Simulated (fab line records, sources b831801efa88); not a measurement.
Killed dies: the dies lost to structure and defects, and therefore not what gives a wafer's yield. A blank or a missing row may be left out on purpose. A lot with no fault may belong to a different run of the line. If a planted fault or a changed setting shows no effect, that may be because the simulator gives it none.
Comparing a struck lot with a sound one | flow sky130 | 16 steps out of a route of 708
Sound: the wafers L711.2, L711.5, L711.6. Struck: wafers L716.1, L716.2, L716.6. The cause is named last.
Per side, at each step with rows, come the tool, then ch with its chambers, and then its first start. Under that, the readings that differ: sound wafers | struck wafers | difference of the means | sigmas: that difference in standard deviations of wafers without a fault.
alike: a reading whose means differ by less than 2 such deviations, as well as words and numbers matching on both sides. not compared: withheld readings; readings where some wafer has no value; bounds like >300 that might hide an equal value; numbers whose values overlap and for which the record gives no deviation.
The two part at a step that has a row with sigmas, a row that says differs or no value, or rows on one side only. Numbers that have no deviation but don't overlap get no sigmas and don't part them. A reading missing from all wafers of one side parts the sides only when that side holds two or more wafers.

SKY_GATE_OXIDE_TW_MEAS_14:
  sound: film-metro-03 at day 14 04:14; struck: film-metro-03 at day 16 02:12
  alike: GATE_OXIDE_TW
then, 3 steps without rows for these wafers: SKY_GATE_OXIDE_CLEAN_15 (cleans in SC1/SC2, time 150 s); SKY_GATE_OXIDE_OXIDATION_16 (stabilise 600 s, purge 300 s, target thk 3.57 nm); SKY_POLY_GATE_CVD_00 (deposits poly-Si, target thk 180 nm, time 720 s).
SKY_POLY_GATE_THK_MEAS_01:
  sound: film-metro-03 at day 14 10:44; struck: film-metro-03 at day 16 05:03
  alike: POLY_GATE_CVD_00_THK
then, 7 steps without rows for these wafers: SKY_RES_PROTECT_DEHYDRATE_00 (time 60 s); SKY_RES_PROTECT_HMDS_01 (prime time 60 s); SKY_RES_PROTECT_COAT_02 (resist thk 1140 nm); SKY_RES_PROTECT_SOFTBAKE_03 (time 60 s); SKY_RES_PROTECT_EXPOSE_04 (exposes mask RPM, target cd 1270 nm); SKY_RES_PROTECT_PEB_05; SKY_RES_PROTECT_DEVELOP_06 (develop time 60 s).
SKY_POLY_GATE_IMPLANT_02:
  sound on implanter-02 ch 0, day 15 12:46; struck on implanter-02 ch 0, day 17 08:56
  reading                   | sound                | struck               | difference | sigmas
  beam-energy-keV           | 30.012 29.983 29.993 | 30.650 30.662 30.658 | +0.661     | +70
  model.implant.drp-nm (nm) | 16.6 16.6 16.6       | 16.91 16.91 16.91    | +0.31      |
SKY_RES_PROTECT_STRIP_07: strips in O2/N2.
  sound on plasma-asher-02 ch 0,1, day 15 12:53; struck on plasma-asher-02 ch 0,1, day 17 09:05
  reading                      | sound             | struck            | difference | sigmas
  strip-time-to-endpoint-s (s) | 23.35 23.28 23.29 | 23.48 23.50 23.47 | +0.18      | +5
  alike: drypump-motor-current-A, oes-product-au
  not compared: rf-hours-counter-h
SKY_RES_PROTECT_TW_MEAS_08:
  sound: film-metro-03 at day 15 12:59; struck: film-metro-02 at day 17 09:11
  alike: POLY_GATE_TW
-- a jump in the record: the struck wafers' starts before and after are 30 days apart (it breaks off in module RES_PROTECT and resumes in module PAD_OPEN, where the first step shown is number 708 of the route) --
SKY_PAD_OPEN_PROBE_99:
  the record has rows for the struck wafers here (prober-01, day 47 12:50) and none for the sound ones

## WHERE THEY PART
Last at SKY_PAD_OPEN_PROBE_99 as far as this record goes, first at SKY_POLY_GATE_IMPLANT_02.

WHY: what the simulator had put in
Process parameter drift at SKY_POLY_GATE_IMPLANT_02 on implanter-02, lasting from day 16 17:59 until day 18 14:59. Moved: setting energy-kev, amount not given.
